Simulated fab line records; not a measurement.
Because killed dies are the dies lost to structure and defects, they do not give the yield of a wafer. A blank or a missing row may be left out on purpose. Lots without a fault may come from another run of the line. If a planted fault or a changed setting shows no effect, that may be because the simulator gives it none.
A lot that was struck, set against a sound lot	flow gf180mcu	15 steps out of a route of 602
Sound: wafers L207.3, L207.4, L207.6. Wafers L197.1, L197.3, L197.5 were the ones struck. At the end, the cause is stated.
For every step that has rows: the tool of each side, followed by ch and its chambers, followed by its first start. Under that, the readings that differ: sound wafers	struck wafers	difference of the means	sigmas: that difference in standard deviations of wafers without a fault.
alike: readings with means less than 2 such deviations apart, plus words and numbers identical on both sides. not compared: withheld readings, readings lacking a value on some wafer, bounds such as >300 that could conceal the same value, and numbers that have no deviation in the record and whose values overlap.
A row with sigmas, a row that says differs or no value, or rows on one side alone: a step with any of these is where the two part. Numbers that don't overlap but have no deviation are shown without sigmas and don't part them. Lack of a reading on every wafer of one side parts them only where that side has two or more wafers.

first, 1 step without rows for these wafers: GF_HV_LDD_CVD_56 (deposits Si3N4 from DCS/NH3, target thk 90 nm, time 1543 s).
GF_HV_LDD_THK_MEAS_57:
  sound: film metro-02 at day 18 01:23; struck: film metro-04 at day 14 23:31
  alike: HV_LDD_CVD_56_THK
GF_HV_LDD_ETCHBACK_58: etches Si3N4 in CH3F/O2, stops on SiO2, time 100 s, target depth 90 nm.
  sound on rie diel-02 ch 0,1,3, day 18 01:25; struck on rie diel-04 ch 1,2,3, day 14 23:34
  alike: bias w, drypump motor current A, oes product au, throttle valve pct
  not compared: rf hours counter h
then, 7 steps without rows for these wafers: GF_NSD_DEHYDRATE_00 (time 60 s); GF_NSD_HMDS_01 (prime time 60 s); GF_NSD_COAT_02 (resist thk 1000 nm); GF_NSD_SOFTBAKE_03 (time 60 s); GF_NSD_EXPOSE_04 (exposes mask Nplus, target cd 400 nm); GF_NSD_PEB_05; GF_NSD_DEVELOP_06 (develop time 60 s).
GF_NSD_CD_MEAS_07: target cd 400 nm.
  sound: cd sem-01 at day 19 00:40; struck: cd sem-02 at day 15 20:38
  alike: cd nm
GF_NSD_OVL_MEAS_08:
  sound: overlay-02 at day 19 00:46; struck: overlay-02 at day 15 20:46
  alike: NSD_OVL
GF_NSD_IMPLANT_09:
  sound on implanter-02 ch 0, day 19 00:50; struck on implanter-04 ch 0, day 15 20:48
reading	sound	struck	difference	sigmas
tilt deg (degrees)	7.006 7.018 6.996	7.425 7.391 7.418	+0.405	+21
then, 1 step without rows for these wafers: GF_NSD_IMPLANT_10.
-- the record jumps here: 15 days lie between the struck wafers' starts before and after (it left off in module NSD and takes up again in module PASSIVATION, whose first step shown is number 602 of the route) --
GF_PASSIVATION_PROBE_99:
  only the struck wafers here have rows in the record (prober-01, day 31 08:08); the sound ones have none

WHERE THEY PART
At GF_NSD_IMPLANT_09 first; at GF_PASSIVATION_PROBE_99 last (within this record only).

WHY: whatever the simulator had introduced
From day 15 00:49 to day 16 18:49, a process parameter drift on implanter-04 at GF_NSD_IMPLANT_09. The setting tilt deg was moved by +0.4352, starting from 7. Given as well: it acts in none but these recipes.
